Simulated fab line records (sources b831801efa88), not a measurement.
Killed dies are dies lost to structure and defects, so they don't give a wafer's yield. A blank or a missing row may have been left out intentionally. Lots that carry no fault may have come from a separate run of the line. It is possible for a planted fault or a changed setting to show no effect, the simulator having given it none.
A single fault, viewed from 2 desks    flow gf180mcu    numbers are kept per desk, each desk with only its own; the story behind them comes last

## AT THE METROLOGY DESK
Lot by lot, what the gauges showed, no matter which tool ran the lot: averages of those sampled wafers that carry a number. If a lot's mean is further than 4 standard deviations from the usual mean, the lot is out of limits and carries the mark OUT (the distance appears in the brackets).
Columns: A = M3_ALCU_THK at GF_M3_THK_MEAS_06, usual 451 nm; B = M4_ALCU_RS at GF_M4_RS_MEAS_05, usual 0.0696 ohm/sq; C = M4_ALCU_THK at GF_M4_THK_MEAS_06, usual 454 nm
lot   first seen here  A    B                 C
L276  day 21 03:33     450  0.0699            455
L277  day 21 14:41     448  0.0695            459
L281  day 23 03:12     464  0.0583 (-19) OUT  558 (+18) OUT
L283  day 23 16:52     455  0.0550 (-24) OUT  595 (+24) OUT
L288  day 25 20:00     444  0.0700            450
L290  day 26 03:48     444  0.0688            464
L292  day 26 13:30     452  0.0688            455
L291  day 26 15:23     448  0.0702            451
L293  day 26 20:29     452  0.0702            445
L294  day 27 05:28     451  0.0687            454
L295  day 27 08:02     448  0.0701            448
L296  day 27 19:31     447  0.0706            449
Finding of this desk: L281, L283 out of limits, first seen on L281 at day 25 02:06 (M4_ALCU_RS at GF_M4_RS_MEAS_05). Within limits: L276, L277, L288, L290, L292, L291, L293, L294, L295, L296.

## TOOL OWNER'S DESK, pvd_sputter-03
The tool's own readings at GF_M4_SPUTTER_02 (material AlCu, target thk 450 nm, time 23.9 s): means of the sampled wafers that have a number, for each lot that ran on this tool. If a lot's mean is further than 4 standard deviations from the usual mean, the lot is out of limits and carries the mark OUT (the distance appears in the brackets).
Columns: A = throttle_valve_pct at GF_M4_SPUTTER_02, usual 30.1 %
lot   first seen here  A
L281  day 25 01:58     29.7
L283  day 25 14:15     29.5
L292  day 28 09:10     29.6
L293  day 28 15:48     28.9
L294  day 29 00:05     30.8
L296  day 29 13:38     28.7
This desk's verdict: no lot among the 6 shows anything out of limits.

## TAKEN TOGETHER
An alarm was possible from the metrology desk at day 25 02:06, on L281, L283.
Nothing out of limits was seen by the tool owner's desk.
On record at the tool owner's desk: L281, L283, within its limits.
Every lot named ran GF_M4_SPUTTER_02 on pvd_sputter-03.

## WHAT THE SIMULATOR PUT IN
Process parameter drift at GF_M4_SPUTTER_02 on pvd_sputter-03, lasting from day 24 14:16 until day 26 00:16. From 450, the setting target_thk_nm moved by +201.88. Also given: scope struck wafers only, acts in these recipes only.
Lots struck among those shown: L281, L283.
Time in hours between the start of the fault and the first out-of-limits reading at each desk: metrology desk, 12.
